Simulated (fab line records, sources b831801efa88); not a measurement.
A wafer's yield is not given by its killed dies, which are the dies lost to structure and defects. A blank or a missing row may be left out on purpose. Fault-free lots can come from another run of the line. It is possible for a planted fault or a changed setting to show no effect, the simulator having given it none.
A struck lot beside a sound one + flow gf180mcu + 14 steps out of a route of 602
Sound: wafers L686.1, L686.2, L686.6. Wafers struck: L695.1, L695.5, L695.6. At the end, the cause is stated.
Each step with rows lists, per side, the tool, then ch with its chambers, then its first start. Under that, the readings that differ: sound wafers + struck wafers + difference of the means + sigmas: that difference in standard deviations of wafers without a fault.
alike: readings with means less than 2 such deviations apart, plus words and numbers identical on both sides. not compared: withheld readings, readings lacking a value on some wafer, bounds such as >300 that could conceal the same value, and numbers that have no deviation in the record and whose values overlap.
A row with sigmas, a row that says differs or no value, or rows on one side alone: a step with any of these is where the two part. When numbers do not overlap yet have no deviation, they are printed without sigmas and do not part them. Lack of a reading on every wafer of one side parts them only where that side has two or more wafers.

first, 2 steps without rows for these wafers: GF_M4_CLEAN_19 (cleans in DIW); GF_V4_CVD_00 (deposits SiO2, target thk 600 nm, time 100 s).
GF_V4_THK_MEAS_01:
  sound on filmMetro-04, day 25 12:13; struck on filmMetro-03, day 28 12:38
  alike: V4_CVD_00_THK
GF_V4_CVD_02: deposits SiO2 from TEOS, target thk 850 nm, time 94.851 s.
  sound on pecvd-03 ch 1,2, day 25 12:17; struck on pecvd-03 ch 0,2, day 28 12:41
  alike: heaterPowerOuterW, heaterPowerW
GF_V4_THK_MEAS_03:
  sound on filmMetro-03, day 25 12:23; struck on filmMetro-03, day 28 12:46
  alike: V4_CVD_02_THK
GF_V4_CMP_04: polishes SiO2.
  sound on cmp-01 ch 0,1,3, day 25 12:29; struck on cmp-01 ch 1,2, day 28 12:49
  alike: motorCurrentA, retainingRingPressureFrac, slurryFlowMlMin, timeToEndpointS
GF_V4_BOW_MEAS_05:
  sound on filmMetro-04, day 25 12:44; struck on filmMetro-04, day 28 13:07
  alike: V4_BOW
then, 5 steps without rows for these wafers: GF_V4_DEHYDRATE_06 (time 60 s); GF_V4_HMDS_07 (prime time 60 s); GF_V4_COAT_08; GF_V4_COAT_09 (resist thk 1000 nm); GF_V4_SOFTBAKE_10 (time 60 s).
GF_V4_EXPOSE_11: exposes mask Via4, target cd 260 nm.
  sound on krfScanner-02 ch 0, day 25 23:54; struck on krfScanner-01, day 28 22:49
  no value came back on the struck wafers for exposureDoseMJCm2, focusOffsetNm (nm); on the sound wafers exposureDoseMJCm2 reads 38.00 38.01 38.00
  alike: mask
then, 1 step without rows for these wafers: GF_V4_PEB_12 (peb time 90 s).

== WHERE THEY PART ==
Within this record, at GF_V4_EXPOSE_11 only.

WHY: the cause the simulator had injected
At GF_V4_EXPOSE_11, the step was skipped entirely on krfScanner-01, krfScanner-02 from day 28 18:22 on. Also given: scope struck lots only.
